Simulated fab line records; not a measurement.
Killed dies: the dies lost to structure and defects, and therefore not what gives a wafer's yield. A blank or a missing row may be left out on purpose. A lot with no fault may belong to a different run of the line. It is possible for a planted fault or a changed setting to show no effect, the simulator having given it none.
fab line records	flow sky130
record: lots: 12	wafers: 36	last-day: 50
route steps=708 shown VIA4@642 METAL5@663 PAD_OPEN@708
lots with no fault: from the same line, run without faults
start-h: start of the lot's first displayed wafer, in hours after the record's first day	wait-h: time in hours since the lot's previous step	" same as the row above	L1.1+2: one row covering several wafers at once	- no value, or no start given	* or withheld: withheld	< > ~ a bound
route shown NAME@n: NAME is a module with steps in the file, n the number in the route of the first one	usual: mean/standard deviation taken from wafers without a fault	same: alike in all rows	chamber/n: place in a boat	sites: each site's reading	_std_site: the standard deviation of these	_edge_site: the outer-site mean with the inner-site mean subtracted	radius-mm: how far each site lies from the wafer's centre	mask NAME#n: copy n	behind: the most recent tool/chamber to have shaped the wafer	hold: the reason the lot was held/the length of the hold in hours/how it ended	device: transistor that didn't switch, given as n, p or np	end of line: the same wafers' tests at the end of the route	step lacking rows: just its recipe	killed: dies that structure and defects cost at the first sort, which is not the same as the wafer's yield	map: a wafer's dies, marking killed ones x, the rest . and places with no die _
set.NAME: the setting the step ran with; set.NAME@STEP: the setting that earlier step ran with	model.NAME: the simulator's own value behind a step, which no gauge read
steps of the route over a sample of lots; a table a step, a row a wafer
services: from which hour (start-h, from the record's first day; less than 0 if before it) a tool's chamber was out of use, for how many hours, and why
== steps ==
step: SKY_VIA4_BOW_MEAS_03
recipe: mode: bow
usual: VIA4_BOW: 82/9
lot.wafer	tool	chamber	start-h	wait-h	VIA4_BOW[um]
L994.2	film-metro-03	-	1002.22	0.2	82
L994.3	"	-	"	"	87
L994.4	"	-	"	"	90
L995.2	film-metro-01	-	1008.67	0.2	71
L995.3	"	-	"	"	83
L995.5	"	-	"	"	87
L996.1	film-metro-04	-	1011.22	0.1	89
L996.3	"	-	"	"	80
L996.6	"	-	"	"	78
L998.1	film-metro-04	-	1031.72	0.2	98
L998.3	"	-	"	"	98
L998.4	"	-	"	"	94
L100.1	film-metro-03	-	1043.05	0.2	84
L100.2	"	-	"	"	97
L100.4	"	-	"	"	88
L102.1	film-metro-01	-	1058.36	0.1	62
L102.4	"	-	"	"	56
L102.5	"	-	"	"	62
L103.2	film-metro-01	-	1064.61	0.1	80
L103.3	"	-	"	"	80
L103.4	"	-	"	"	97
L104.4	film-metro-04	-	1076.73	0.3	92
L104.5	"	-	"	"	93
L104.6	"	-	"	"	88
L106.1	film-metro-04	-	1078.16	0.2	74
L106.3	"	-	"	"	88
L106.6	"	-	"	"	78
L105.3	film-metro-01	-	1081.51	0.3	84
L105.5	"	-	"	"	77
L105.6	"	-	"	"	81
L109.1	film-metro-03	-	1096.83	0.2	88
L109.3	"	-	"	"	84
L109.6	"	-	"	"	94
L114.1	film-metro-03	-	1121.50	0.2	86
L114.3	"	-	"	"	78
L114.6	"	-	"	"	77
step: SKY_METAL5_SPUTTER_02
recipe: material: AlCu	target-thk-nm: 1150	power-w: 10600	time-s: 61.2	chamber-pressure-pa: 0.4
usual: chamber-pressure-pa: 0.3999/0.0008	throttle-valve-pct: 30.6/1.1
lot.wafer	tool	chamber	start-h	wait-h	chamber-pressure-pa	throttle-valve-pct
L994.2	pvd-sputter-03	-	1026.31	0.0	0.3995	29.5
L994.3	"	-	"	"	0.3996	29.7
L994.4	"	-	"	"	0.3998	30.6
L995.2	pvd-sputter-02	-	1032.61	0.0	0.3989	31.9
L995.3	"	-	"	"	0.4001	32.1
L995.5	"	-	"	"	0.3994	32.1
L996.1	pvd-sputter-02	-	1035.47	0.0	0.4006	31.9
L996.3	"	-	"	"	0.3999	31.9
L996.6	"	-	"	"	0.4001	31.5
L998.1	pvd-sputter-02	-	1055.06	0.0	0.4006	31.7
L998.3	"	-	"	"	0.3999	31.6
L998.4	"	-	"	"	0.3995	28.9
L100.1	pvd-sputter-01	-	1066.07	0.0	0.3999	30.7
L100.2	"	-	"	"	0.4006	30.7
L100.4	"	-	"	"	0.3998	31.2
L102.1	pvd-sputter-01	-	1080.92	0.0	0.4010	30.9
L102.4	"	-	"	"	0.3986	30.6
L102.5	"	-	"	"	0.4011	30.9
L103.2	pvd-sputter-01	-	1086.93	0.0	0.4005	29.2
L103.3	"	-	"	"	0.4003	30.5
L103.4	"	-	"	"	0.4020	31.2
L104.4	pvd-sputter-02	-	1098.48	0.0	0.3989	32.0
L104.5	"	-	"	"	0.3998	31.9
L104.6	"	-	"	"	0.4007	31.8
L106.1	pvd-sputter-01	-	1099.82	0.0	0.4320	27.9
L106.3	"	-	"	"	0.4298	29.5
L106.6	"	-	"	"	0.4309	29.7
L105.3	pvd-sputter-01	-	1103.37	0.0	0.4315	29.7
L105.5	"	-	"	"	0.4318	27.8
L105.6	"	-	"	"	0.4327	29.6
L109.1	pvd-sputter-02	-	1117.82	0.0	0.3994	29.1
L109.3	"	-	"	"	0.3995	31.6
L109.6	"	-	"	"	0.3999	32.1
L114.1	pvd-sputter-02	-	1141.93	0.0	0.4012	31.7
L114.3	"	-	"	"	0.3997	31.9
L114.6	"	-	"	"	0.3993	31.6
step: SKY_METAL5_SPUTTER_04
recipe: material: TiN	target-thk-nm: 70	power-w: 6500	time-s: 58.3	chamber-pressure-pa: 0.4
usual: chamber-pressure-pa: 0.4000/0.00079	throttle-valve-pct: 30.6/1.1
lot.wafer	tool	chamber	start-h	wait-h	chamber-pressure-pa	throttle-valve-pct
L994.2	pvd-sputter-03	-	1026.39	0.0	0.3998	29.5
L994.3	"	-	"	"	0.3996	29.5
L994.4	"	-	"	"	0.3999	30.7
L995.2	pvd-sputter-02	-	1032.68	0.0	0.4001	32.0
L995.3	"	-	"	"	0.3992	32.4
L995.5	"	-	"	"	0.3996	32.1
L996.1	pvd-sputter-02	-	1035.54	0.0	0.3999	31.8
L996.3	"	-	"	"	0.4004	31.9
L996.6	"	-	"	"	0.4006	31.8
L998.1	pvd-sputter-02	-	1055.13	0.0	0.4006	31.6
L998.3	"	-	"	"	0.3992	31.8
L998.4	"	-	"	"	0.4006	29.0
L100.1	pvd-sputter-01	-	1066.14	0.0	0.4013	30.6
L100.2	"	-	"	"	0.4006	31.0
L100.4	"	-	"	"	0.4008	30.8
L102.1	pvd-sputter-01	-	1080.99	0.0	0.3999	30.7
L102.4	"	-	"	"	0.4005	30.3
L102.5	"	-	"	"	0.3999	31.1
L103.2	pvd-sputter-01	-	1087.00	0.0	0.4010	28.9
L103.3	"	-	"	"	0.4000	30.7
L103.4	"	-	"	"	0.4000	31.2
L104.4	pvd-sputter-02	-	1098.55	0.0	0.4002	31.7
L104.5	"	-	"	"	0.4009	31.8
L104.6	"	-	"	"	0.3992	31.9
L106.1	pvd-sputter-01	-	1099.89	0.0	0.4004	29.0
L106.3	"	-	"	"	0.3995	30.6
L106.6	"	-	"	"	0.3991	31.1
L105.3	pvd-sputter-01	-	1103.44	0.0	0.4001	31.1
L105.5	"	-	"	"	0.3995	28.8
L105.6	"	-	"	"	0.4006	30.8
L109.1	pvd-sputter-02	-	1117.89	0.0	0.3996	29.2
L109.3	"	-	"	"	0.4003	31.8
L109.6	"	-	"	"	0.3997	31.9
L114.1	pvd-sputter-02	-	1142.00	0.0	0.4014	31.6
L114.3	"	-	"	"	0.3997	32.1
L114.6	"	-	"	"	0.3994	31.9
step: SKY_METAL5_DESCUM_14
recipe: chemistry: O2	source-power-w: 150	bias-power-w: 0	pressure-mtorr: 10	temp-c: 40	time-s: 11
usual: drypump-motor-current-A: 5.97/0.21	oes-product-au: 0.998/0.01
lot.wafer	tool	chamber	start-h	wait-h	drypump-motor-current-A	oes-product-au	rf-hours-counter-h
L994.2	rie-metal-04	0	1049.06	0.1	6.39	1.009	3
L994.3	"	1	"	"	6.00	1.000	-
L994.4	"	0	"	"	6.37	1.005	-
L995.2	rie-metal-03	1	1055.18	0.1	5.88	0.998	21
L995.3	"	1	"	"	5.86	0.996	-
L995.5	"	1	"	"	5.90	0.991	-
L996.1	rie-metal-04	0	1058.01	0.1	6.39	1.007	3
L996.3	"	0	"	"	6.38	1.006	-
L996.6	"	1	"	"	6.02	1.010	-
L998.1	rie-metal-03	0	1075.76	0.1	5.89	1.007	18
L998.3	"	1	"	"	5.83	0.991	-
L998.4	"	0	"	"	5.88	1.002	-
L100.1	rie-metal-04	0	1086.76	0.1	6.39	1.010	5
L100.2	"	1	"	"	5.98	1.003	20
L100.4	"	1	"	"	5.95	1.003	-
L102.1	rie-metal-04	0	1100.98	0.1	6.40	1.008	6
L102.4	"	1	"	"	5.96	1.005	-
L102.5	"	1	"	"	6.00	1.010	-
L103.2	rie-metal-04	0	1106.13	0.1	6.39	1.010	7
L103.3	"	1	"	"	5.95	1.012	-
L103.4	"	0	"	"	6.37	1.010	-
L104.4	rie-metal-03	1	1118.79	0.1	5.87	0.978	-
L104.5	"	1	"	"	5.93	0.977	-
L104.6	"	0	"	"	5.91	0.989	-
L106.1	rie-metal-04	1	1119.78	0.1	5.94	1.012	23
L106.3	"	0	"	"	6.37	1.000	-
L106.6	"	0	"	"	6.38	1.013	-
L105.3	rie-metal-03	0	1122.83	0.1	5.90	0.992	-
L105.5	"	1	"	"	5.94	0.977	-
L105.6	"	0	"	"	5.92	0.998	-
L109.1	rie-metal-02	0	1137.11	0.1	5.86	0.992	11
L109.3	"	1	"	"	5.71	0.996	-
L109.6	"	1	"	"	5.71	0.996	-
L114.1	rie-metal-03	0	1159.78	0.1	5.91	1.002	27
L114.3	"	1	"	"	5.90	1.000	-
L114.6	"	0	"	"	5.93	0.998	-
step: SKY_PAD_OPEN_PROBE_99
usual: defect-limited-yield: 82.7/1.7	killed_at_M0_to_M3: 44/7.1	killed_at_M4_up: 3.3/1.8	killed-at-contacts: 23/5.5	killed-at-front-end: 15/4.5	killed-at-other: 0.2/0.48	killed-dies: 85/8.4	killed-open: 46/6.6	killed-short: 39/6.1	sort_bin_3_pad_short: 0.9/0.36	sort_bin_5_function: 10.3/1.4	sort_bin_6_memory: 6.2/1	sort-n-pass: 407/8.4	sort-yield-pct: 82.7/1.7
same: gross-dies: 492	killed-at-back-side: 0	sort_bin_4_leakage[%]: 0	sort_bin_8_speed[%]: 0
lot.wafer	tool	chamber	start-h	wait-h	defect-limited-yield[%]	killed_at_M0_to_M3	killed_at_M4_up	killed-at-contacts	killed-at-front-end	killed-at-other	killed-dies	killed-open	killed-short	sort_bin_3_pad_short[%]	sort_bin_5_function[%]	sort_bin_6_memory[%]	sort-n-pass	sort-yield-pct[%]
L994.2	prober-02	-	1093.65	0.1	81.3	47	3	29	13	0	92	52	40	1.0	11.2	6.5	400	81.3
L994.3	prober-02	-	1093.70	0.2	85.4	36	3	16	16	1	72	33	39	0.8	10.0	3.9	420	85.4
L994.4	prober-02	-	1093.75	0.2	82.7	45	2	24	14	0	85	52	33	0.4	12.0	4.9	407	82.7
L995.2	prober-01	-	1101.30	1.0	80.5	51	1	30	14	0	96	57	39	0.6	11.2	7.7	396	80.5
L995.3	prober-01	-	1101.35	1.0	82.3	41	3	22	20	1	87	43	44	0.6	9.8	7.3	405	82.3
L995.5	prober-01	-	1101.45	1.1	83.1	42	1	23	17	0	83	56	27	1.2	9.3	6.3	409	83.1
L996.1	prober-01	-	1105.21	0.1	82.9	40	3	24	17	0	84	41	43	1.0	10.6	5.5	408	82.9
L996.3	prober-01	-	1105.31	0.2	82.5	43	2	22	18	1	86	41	44	1.4	9.6	6.5	406	82.5
L996.6	prober-01	-	1105.46	0.2	79.1	60	3	12	28	0	103	58	45	0.8	13.6	6.5	389	79.1
L998.1	prober-02	-	1119.10	0.1	82.3	43	3	24	17	0	87	43	44	1.0	10.6	6.1	405	82.3
L998.3	prober-02	-	1119.20	0.2	80.7	57	1	18	19	0	95	49	43	0.6	12.0	6.7	397	80.7
L998.4	prober-02	-	1119.25	0.2	83.7	38	8	22	12	0	80	45	32	0.4	9.8	6.1	412	83.7
L100.1	prober-02	-	1129.82	0.1	80.9	37	4	37	15	1	94	56	37	1.2	9.6	8.3	398	80.9
L100.2	prober-02	-	1129.87	0.1	83.9	42	3	22	12	0	79	42	37	0.6	10.2	5.3	413	83.9
L100.4	prober-02	-	1129.97	0.2	79.9	45	3	35	16	0	99	54	45	0.6	12.2	7.3	393	79.9
L102.1	prober-02	-	1142.86	0.1	83.3	36	4	23	19	0	82	39	43	0.6	11.4	4.7	410	83.3
L102.4	prober-02	-	1143.01	0.2	82.3	30	8	23	25	1	87	38	47	0.6	12.6	4.5	405	82.3
L102.5	prober-02	-	1143.06	0.2	82.1	44	3	17	24	0	88	40	47	0.8	10.6	6.5	404	82.1
L103.2	prober-01	-	1147.42	0.1	80.9	41	4	25	23	1	94	57	36	1.4	12.4	5.3	398	80.9
L103.3	prober-01	-	1147.47	0.2	79.7	50	4	34	12	0	100	51	49	0.8	12.6	6.9	392	79.7
L103.4	prober-01	-	1147.52	0.2	82.1	50	4	18	15	1	88	50	38	0.8	10.6	6.5	404	82.1
L106.1	prober-01	-	1159.89	0.1	82.9	48	5	20	11	0	84	52	32	0.2	10.2	6.7	408	82.9
L106.3	prober-01	-	1159.99	0.2	83.5	50	2	21	8	0	81	46	34	0.6	9.6	6.3	411	83.5
L106.6	prober-01	-	1160.14	0.2	85.6	41	1	9	20	0	71	44	27	0.4	7.9	6.1	421	85.6
L104.4	prober-02	-	1159.95	0.2	81.5	44	2	30	15	0	91	48	43	1.0	12.0	5.5	401	81.5
L104.5	prober-02	-	1160.00	0.2	83.1	37	4	25	17	0	83	41	40	0.6	10.4	5.9	409	83.1
L104.6	prober-02	-	1160.05	0.2	82.9	48	5	14	16	1	84	37	46	0.6	10.4	6.1	408	82.9
L105.3	prober-02	-	1164.11	0.2	80.9	56	6	22	9	1	94	50	42	0.6	11.8	6.7	398	80.9
L105.5	prober-02	-	1164.21	0.2	83.5	39	2	26	14	0	81	42	39	2.0	7.3	7.1	411	83.5
L105.6	prober-02	-	1164.26	0.2	83.7	36	4	32	8	0	80	43	36	0.8	9.6	5.9	412	83.7
L109.1	prober-01	-	1176.54	0.1	83.1	49	2	16	16	0	83	44	39	1.4	9.6	5.9	409	83.1
L109.3	prober-01	-	1176.64	0.2	81.5	39	1	32	19	0	91	56	35	1.2	11.2	6.1	401	81.5
L109.6	prober-01	-	1176.79	0.2	85.2	38	3	15	16	1	73	39	33	0.4	8.5	5.9	419	85.2
L114.1	prober-01	-	1196.39	0.1	85.4	41	3	12	16	0	72	34	37	1.0	7.1	6.5	420	85.4
L114.3	prober-01	-	1196.49	0.2	81.3	43	5	28	16	0	92	48	41	0	11.8	6.9	400	81.3
L114.6	prober-01	-	1196.64	0.2	80.5	52	4	18	21	1	96	57	39	0.8	12.0	6.7	396	80.5
killed by level:class
L994.2 CONTACT:geometric-particle:open=11 VIA1:geometric-particle:open=11 VIA2:geometric-particle:open=8 LI_CONTACT:geometric-particle:open=7 METAL2:geometric-particle:short=6 CONTACT:geometric-particle:short=6 METAL1:geometric-particle:short=5 VIA3:geometric-particle:open=5
L994.3 VIA1:geometric-particle:open=8 VIA3:geometric-particle:open=6 FIELD_ISO:geometric-particle:short=6 CONTACT:geometric-particle:open=5 CONTACT:geometric-particle:short=5 VIA2:geometric-particle:short=5 VIA1:geometric-particle:short=5 FIELD_ISO:geometric-particle:open=4
L994.4 VIA1:geometric-particle:open=15 LI_CONTACT:geometric-particle:open=10 CONTACT:geometric-particle:open=9 FIELD_ISO:geometric-particle:short=5 METAL2:geometric-particle:short=5 VIA2:geometric-particle:open=5 VIA3:geometric-particle:open=5 CONTACT:geometric-particle:short=4
L995.2 CONTACT:geometric-particle:open=15 VIA1:geometric-particle:open=15 FIELD_ISO:geometric-particle:open=8 METAL1:geometric-particle:short=7 CONTACT:geometric-particle:short=6 VIA3:geometric-particle:open=6 VIA1:geometric-particle:short=5 VIA2:geometric-particle:short=5
L995.3 VIA1:geometric-particle:open=11 FIELD_ISO:geometric-particle:open=6 FIELD_ISO:geometric-particle:short=6 VIA3:geometric-particle:open=6 CONTACT:geometric-particle:open=6 LOCAL_INTERCONNECT:geometric-particle:short=5 VIA2:geometric-particle:open=5 POLY_GATE:geometric-particle:short=4
L995.5 CONTACT:geometric-particle:open=12 VIA1:geometric-particle:open=9 VIA3:geometric-particle:open=8 VIA2:geometric-particle:open=7 FIELD_ISO:geometric-particle:open=5 POLY_GATE:geometric-particle:open=4 LI_CONTACT:geometric-particle:open=4 VIA3:geometric-particle:short=4
L996.1 VIA1:geometric-particle:open=11 LI_CONTACT:geometric-particle:open=8 FIELD_ISO:geometric-particle:short=7 LOCAL_INTERCONNECT:geometric-particle:short=6 VIA2:geometric-particle:open=6 CONTACT:geometric-particle:open=5 FIELD_ISO:geometric-particle:open=4 VIA1:geometric-particle:short=4
L996.3 VIA1:geometric-particle:open=9 METAL1:geometric-particle:short=7 VIA2:geometric-particle:open=7 LI_CONTACT:geometric-particle:short=6 VIA3:geometric-particle:open=6 POLY_GATE:geometric-particle:short=5 POLY_GATE:geometric-particle:open=5 LI_CONTACT:geometric-particle:open=4
L996.6 VIA3:geometric-particle:open=14 VIA2:geometric-particle:open=13 VIA1:geometric-particle:open=11 POLY_GATE:geometric-particle:short=10 FIELD_ISO:geometric-particle:short=6 VIA1:geometric-particle:short=5 METAL2:geometric-particle:short=5 CONTACT:geometric-particle:open=5
L998.1 VIA1:geometric-particle:open=12 CONTACT:geometric-particle:open=10 VIA1:geometric-particle:short=8 CONTACT:geometric-particle:short=6 METAL3:geometric-particle:short=6 FIELD_ISO:geometric-particle:open=5 VIA3:geometric-particle:open=5 METAL2:geometric-particle:short=4
L998.3 VIA1:geometric-particle:open=13 VIA3:geometric-particle:open=9 METAL1:geometric-particle:short=7 POLY_GATE:geometric-particle:open=6 VIA1:geometric-particle:short=6 VIA2:geometric-particle:open=5 VIA3:geometric-particle:short=5 POLY_GATE:geometric-particle:short=4
L998.4 CONTACT:geometric-particle:open=11 VIA1:geometric-particle:open=8 VIA2:geometric-particle:open=8 VIA2:geometric-particle:short=5 METAL4:geometric-particle:short=5 VIA3:geometric-particle:open=5 LI_CONTACT:geometric-particle:short=4 LI_CONTACT:geometric-particle:open=4
L100.1 CONTACT:geometric-particle:open=15 VIA1:geometric-particle:open=11 CONTACT:geometric-particle:short=10 VIA2:geometric-particle:open=9 FIELD_ISO:geometric-particle:open=6 LI_CONTACT:geometric-particle:open=4 FIELD_ISO:geometric-particle:short=3 LI_CONTACT:geometric-particle:short=3
L100.2 CONTACT:geometric-particle:open=11 VIA3:geometric-particle:open=8 VIA1:geometric-particle:open=7 METAL1:geometric-particle:short=6 VIA1:geometric-particle:short=6 CONTACT:geometric-particle:short=5 VIA2:geometric-particle:open=4 POLY_GATE:geometric-particle:open=3
L100.4 CONTACT:geometric-particle:open=15 VIA1:geometric-particle:open=11 CONTACT:geometric-particle:short=8 VIA2:geometric-particle:open=7 METAL2:geometric-particle:short=6 LI_CONTACT:geometric-particle:open=6 METAL1:geometric-particle:short=6 VIA3:geometric-particle:open=5
L102.1 LI_CONTACT:geometric-particle:open=9 VIA2:geometric-particle:short=7 POLY_GATE:geometric-particle:short=7 CONTACT:geometric-particle:open=7 VIA2:geometric-particle:open=6 FIELD_ISO:geometric-particle:open=5 VIA3:geometric-particle:open=5 VIA1:geometric-particle:short=5
L102.4 LI_CONTACT:geometric-particle:open=10 POLY_GATE:geometric-particle:short=8 METAL4:geometric-particle:short=7 FIELD_ISO:geometric-particle:short=5 VIA2:geometric-particle:open=5 FIELD_ISO:geometric-particle:open=4 LI_CONTACT:geometric-particle:short=4 LOCAL_INTERCONNECT:geometric-particle:short=4
L102.5 VIA1:geometric-particle:short=8 POLY_GATE:geometric-particle:short=7 VIA1:geometric-particle:open=7 VIA3:geometric-particle:open=7 CONTACT:geometric-particle:open=6 FIELD_ISO:geometric-particle:open=5 CONTACT:geometric-particle:short=5 METAL1:geometric-particle:short=5
L103.2 CONTACT:geometric-particle:open=14 VIA1:geometric-particle:open=11 POLY_GATE:geometric-particle:open=7 FIELD_ISO:geometric-particle:open=6 LI_CONTACT:geometric-particle:open=6 VIA2:geometric-particle:short=6 METAL2:geometric-particle:short=6 VIA3:geometric-particle:open=4
L103.3 CONTACT:geometric-particle:open=12 VIA1:geometric-particle:open=9 CONTACT:geometric-particle:short=8 VIA3:geometric-particle:short=8 METAL2:geometric-particle:short=8 LOCAL_INTERCONNECT:geometric-particle:short=7 VIA3:geometric-particle:open=7 LI_CONTACT:geometric-particle:open=5
L103.4 VIA1:geometric-particle:open=15 VIA3:geometric-particle:open=9 CONTACT:geometric-particle:open=8 METAL2:geometric-particle:short=8 VIA2:geometric-particle:open=5 POLY_GATE:geometric-particle:open=4 POLY_GATE:geometric-particle:short=4 METAL4:geometric-particle:short=4
L106.1 VIA1:geometric-particle:open=11 CONTACT:geometric-particle:open=9 VIA2:geometric-particle:open=7 VIA3:geometric-particle:open=7 VIA1:geometric-particle:short=6 LI_CONTACT:geometric-particle:open=5 METAL4:geometric-particle:short=5 CONTACT:geometric-particle:short=4
L104.4 CONTACT:geometric-particle:open=11 CONTACT:geometric-particle:short=10 VIA1:geometric-particle:open=10 VIA3:geometric-particle:open=7 VIA2:geometric-particle:open=6 LI_CONTACT:geometric-particle:open=5 FIELD_ISO:geometric-particle:short=4 FIELD_ISO:geometric-particle:open=4
L106.3 VIA1:geometric-particle:open=16 CONTACT:geometric-particle:open=8 VIA3:geometric-particle:open=8 VIA1:geometric-particle:short=7 VIA2:geometric-particle:open=6 CONTACT:geometric-particle:short=5 METAL2:geometric-particle:short=5 LI_CONTACT:geometric-particle:open=4
L104.5 CONTACT:geometric-particle:open=9 LI_CONTACT:geometric-particle:open=8 VIA1:geometric-particle:short=7 FIELD_ISO:geometric-particle:open=6 VIA2:geometric-particle:open=6 METAL1:geometric-particle:short=5 METAL2:geometric-particle:short=5 FIELD_ISO:geometric-particle:short=4
L104.6 VIA1:geometric-particle:open=9 VIA2:geometric-particle:open=8 METAL1:geometric-particle:short=7 VIA1:geometric-particle:short=5 POLY_GATE:geometric-particle:open=4 POLY_GATE:geometric-particle:short=4 LI_CONTACT:geometric-particle:open=4 METAL2:geometric-particle:short=4
L106.6 VIA1:geometric-particle:open=18 METAL2:geometric-particle:short=6 POLY_GATE:geometric-particle:open=5 CONTACT:geometric-particle:open=5 VIA3:geometric-particle:open=5 POLY_GATE:geometric-particle:short=4 VIA2:geometric-particle:open=4 FIELD_ISO:geometric-particle:short=3
L105.3 VIA1:geometric-particle:open=11 VIA2:geometric-particle:open=10 METAL2:geometric-particle:short=8 LI_CONTACT:geometric-particle:open=8 VIA1:geometric-particle:short=7 CONTACT:geometric-particle:open=6 METAL3:geometric-particle:short=6 VIA3:geometric-particle:open=5
L105.5 LI_CONTACT:geometric-particle:open=10 VIA3:geometric-particle:open=9 FIELD_ISO:geometric-particle:open=5 LI_CONTACT:geometric-particle:short=5 VIA2:geometric-particle:open=5 VIA3:geometric-particle:short=5 FIELD_ISO:geometric-particle:short=4 LOCAL_INTERCONNECT:geometric-particle:short=4
L105.6 CONTACT:geometric-particle:open=15 VIA1:geometric-particle:open=8 METAL1:geometric-particle:short=8 LI_CONTACT:geometric-particle:open=7 VIA2:geometric-particle:open=5 CONTACT:geometric-particle:short=4 VIA2:geometric-particle:short=4 POLY_GATE:geometric-particle:short=3
L109.1 VIA1:geometric-particle:open=12 VIA3:geometric-particle:open=7 VIA3:geometric-particle:short=6 METAL2:geometric-particle:short=5 VIA2:geometric-particle:short=5 FIELD_ISO:geometric-particle:open=4 POLY_GATE:geometric-particle:open=4 CONTACT:geometric-particle:open=4
L109.3 CONTACT:geometric-particle:open=13 VIA1:geometric-particle:open=9 LI_CONTACT:geometric-particle:open=6 VIA2:geometric-particle:open=6 VIA3:geometric-particle:open=6 FIELD_ISO:geometric-particle:short=5 POLY_GATE:geometric-particle:open=5 CONTACT:geometric-particle:short=5
L109.6 VIA1:geometric-particle:open=10 FIELD_ISO:geometric-particle:short=5 LI_CONTACT:geometric-particle:open=5 METAL1:geometric-particle:short=5 VIA3:geometric-particle:open=5 FIELD_ISO:geometric-particle:open=4 METAL2:geometric-particle:short=4 VIA1:geometric-particle:short=4
L114.1 VIA1:geometric-particle:open=12 METAL2:geometric-particle:short=7 FIELD_ISO:geometric-particle:open=4 METAL1:geometric-particle:short=4 VIA1:geometric-particle:short=4 VIA2:geometric-particle:open=4 VIA3:geometric-particle:open=3 POLY_GATE:geometric-particle:open=3
L114.3 CONTACT:geometric-particle:open=11 VIA2:geometric-particle:open=8 METAL1:geometric-particle:short=7 POLY_GATE:geometric-particle:short=7 LI_CONTACT:geometric-particle:open=7 VIA1:geometric-particle:open=6 METAL2:geometric-particle:short=6 LOCAL_INTERCONNECT:geometric-particle:short=5
L114.6 VIA1:geometric-particle:open=14 VIA2:geometric-particle:open=8 LI_CONTACT:geometric-particle:open=7 POLY_GATE:geometric-particle:open=6 CONTACT:geometric-particle:open=6 METAL1:geometric-particle:short=6 METAL2:geometric-particle:short=6 FIELD_ISO:geometric-particle:short=5
== services ==
tool	chamber	start-h	hours	kind
rie-metal-02	-	1059.97	0.2	repair
pvd-sputter-02	-	1090.04	1.3	repair
pvd-sputter-01	-	1107.61	8.2	repair
pvd-sputter-01	-	1136.47	5.7	repair
rie-metal-04	0	1139.26	3.7	repair
rie-metal-03	1	1143.92	-	clean
rie-metal-03	1	1143.92	-	consumable-replace:focus-ring
rie-metal-03	1	1143.92	14.3	scheduled-down
rie-metal-03	1	1143.92	14.3	vent-cycle
rie-metal-04	-	1147.11	0.4	repair
== key ==
first-sign: step: SKY_METAL5_SPUTTER_02	reading: chamber-pressure-pa	direction: up	sigmas: 39	usual: 0.3999	struck: 0.4315
effect none on later readings
met-at SKY_METAL5_SPUTTER_02
struck-lots L105,L106
not-acting-at SKY_VIA4_BOW_MEAS_03,SKY_METAL5_SPUTTER_04,SKY_METAL5_DESCUM_14
onset-between 1086.93 1099.82
fault: kind: process-parameter-drift	tool: pvd-sputter-01	chamber: -	onset-h: 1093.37	steps: SKY_METAL5_SPUTTER_02	channel: chamber-pressure-pa	offset: 0.031483	shape: step	end-h: 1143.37	acts-in: these-recipes-only	stated: 0.4
